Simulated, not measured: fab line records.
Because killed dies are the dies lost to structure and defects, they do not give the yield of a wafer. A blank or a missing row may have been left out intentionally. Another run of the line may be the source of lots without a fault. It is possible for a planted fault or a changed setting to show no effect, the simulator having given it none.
What tool caused it?    flow sky130    Sampling: 14 lots, 42 wafers, 3 of 708 route steps

== WHAT THE GAUGES SHOWED, per wafer ==
SKY_LDD_P_OVL_MEAS_08.
lot   measured      on          LDD_P_OVL (nm)
L405  day 18 12:29  overlay-02  1.1 0.7 0.9
L406  day 18 23:22  overlay-01  0.8 0.0 0.9
L408  day 19 20:47  overlay-02  2.4 0.6 0.3
L409  day 20 05:52  overlay-02  -0.2 -0.1 -1.0
L410  day 20 21:11  overlay-02  -2.0 -0.8 -1.1
L414  day 22 03:53  overlay-01  -0.4 1.2 0.4
L416  day 22 22:05  overlay-01  0.9 3.5 0.2
L420  day 24 12:19  overlay-02  0.3 1.4 0.6
L422  day 25 16:53  overlay-01  0.8 2.0 1.7
L423  day 26 05:33  overlay-01  -0.4 -0.2 0.8
L426  day 26 23:56  overlay-01  0.8 1.2 1.4
L425  day 27 01:29  overlay-02  -0.2 2.3 -1.1
L427  day 27 02:11  overlay-02  1.1 0.1 1.5
L428  day 28 23:59  overlay-01  0.6 2.2 0.9

SKY_LDD_HVP_OVL_MEAS_07.
lot   measured      on          LDD_HVP_OVL (nm)
L405  day 21 02:00  overlay-01  -2.8 1.6 -3.7
L406  day 21 13:07  overlay-02  -1.1 0.2 -0.2
L408  day 22 10:19  overlay-02  -2.7 -3.4 -0.7
L409  day 22 20:04  overlay-02  1.2 0.0 0.8
L410  day 23 10:47  overlay-02  -1.7 -0.5 0.2
L414  day 24 15:48  overlay-02  -0.5 1.6 -1.6
L416  day 25 09:28  overlay-02  0.9 -3.4 -0.7
L420  day 26 22:38  overlay-02  -0.1 -2.9 -2.1
L422  day 28 03:24  overlay-02  0.2 -0.2 1.1
L423  day 28 15:20  overlay-01  -1.1 1.0 0.8
L426  day 29 09:09  overlay-01  2.0 1.0 -0.7
L425  day 29 09:34  overlay-02  -3.4 0.6 -0.4
L427  day 29 10:27  overlay-02  -1.3 -1.3 -0.1
L428  day 31 08:00  overlay-01  0.4 0.0 0.4

SKY_SD_P_OVL_MEAS_08.
lot   measured      on          SD_P_OVL (nm)
L405  day 24 21:05  overlay-02  -0.3 -2.1 -0.2
L406  day 25 09:38  overlay-02  0.7 1.0 -1.3
L408  day 26 05:55  overlay-01  0.6 0.3 0.7
L409  day 26 16:08  overlay-02  0.6 -1.1 0.7
L410  day 27 05:43  overlay-02  0.9 1.2 1.8
L414  day 28 09:56  overlay-01  0.5 1.0 1.1
L416  day 29 02:23  overlay-02  -2.5 -2.2 -1.4
L420  day 30 13:25  overlay-01  2.9 0.5 2.1
L422  day 31 19:11  overlay-01  2.0 2.7 2.0
L423  day 32 04:40  overlay-02  0.7 3.3 0.7
L426  day 32 23:08  overlay-01  1.1 -0.2 -0.8
L425  day 33 00:02  overlay-01  0.1 -0.4 -0.8
L427  day 33 01:14  overlay-01  0.1 0.3 0.7
L428  day 34 19:02  overlay-01  -0.4 -0.1 1.1

== WHAT TOOL EACH LOT RAN ON (gives the tool, then ch and the chambers of the sampled wafers, and finally the start) ==
Record: no process step prior to these readings.

== AS READ BY THE TOOLS THEMSELVES (means over the sampled wafers that have a number; for cases with no such wafer, the mark the record gives instead) ==
The record holds no such reading with a usual standard deviation.

== THE ANSWER, worked out from the rows above alone ==
Rule: the lots themselves supply what counts as usual. Put in order of their means at a reading, lots are off if they are a third of the lots or fewer, leave a main group of 4 or more, and stand apart from it by a gap of 3 or more times the standard deviation of the main group's means; of several such gaps the widest counts. A main group is skipped when, at the precision printed for the reading in the tables above, its means are all equal. Also off: a lot with no number at a reading for which 4 or more lots have one. Any other lot the step has rows for is counted as sound. The gauges are gone through in route order, then the tools' own readings, and for those a lot's mean is taken as printed above. The first step at which some lot is off is used, and at that step the reading that is off furthest; a lot without a number counts as furthest.
Nothing can be told from this: no lot is off at any reading shown.

== WHAT HAD BEEN PUT IN BY THE SIMULATOR ==
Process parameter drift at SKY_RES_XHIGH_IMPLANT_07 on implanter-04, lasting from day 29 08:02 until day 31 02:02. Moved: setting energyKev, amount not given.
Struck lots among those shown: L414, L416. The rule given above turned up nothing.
